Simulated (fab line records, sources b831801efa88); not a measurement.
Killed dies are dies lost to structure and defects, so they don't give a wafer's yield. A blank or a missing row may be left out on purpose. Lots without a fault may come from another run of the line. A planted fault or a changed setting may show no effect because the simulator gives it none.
Which tool did it? | flow sky130 | 7 lots, 21 wafers sampled, at 1 step of a route of 708

WHAT THE GAUGES READ, wafer by wafer
SKY_FIELD_ISO_THK_MEAS_04.
lot  | measured    | on            | FIELD_ISO_CVD_03_THK (nm)
L707 | day 1 23:30 | film_metro-04 | 163.4 163.8 163.3
L711 | day 2 22:32 | film_metro-01 | 166.1 166.3 167.7
L715 | day 3 16:32 | film_metro-04 | 164.0 164.6 163.9
L721 | day 4 22:22 | film_metro-04 | 164.8 166.5 165.7
L723 | day 5 08:04 | film_metro-02 | 163.9 166.5 165.4
L725 | day 5 18:44 | film_metro-01 | 166.5 165.4 164.6
L727 | day 6 03:30 | film_metro-01 | 164.3 164.9 166.3

WHICH TOOL RAN EACH LOT (tool, then ch and the chambers of the sampled wafers, then the start)
The record holds no process step before these readings.

THE ANSWER, worked out from the rows above alone
Rule: what is usual is taken from the lots themselves. Put in order of their means at a reading, lots are off if they are a third of the lots or fewer, leave a main group of 4 or more, and stand apart from it by a gap of 3 or more times the standard deviation of the main group's means; of several such gaps the widest counts. A main group whose means are all the same, to the digits that the tables above print for the reading, isn't used. A lot without any number at a reading at which 4 lots or more have one is off too. The other lots that the step has rows for count as sound.
No lot is off at any reading shown: from this, nothing can be told.

WHAT THE SIMULATOR HAD PUT IN
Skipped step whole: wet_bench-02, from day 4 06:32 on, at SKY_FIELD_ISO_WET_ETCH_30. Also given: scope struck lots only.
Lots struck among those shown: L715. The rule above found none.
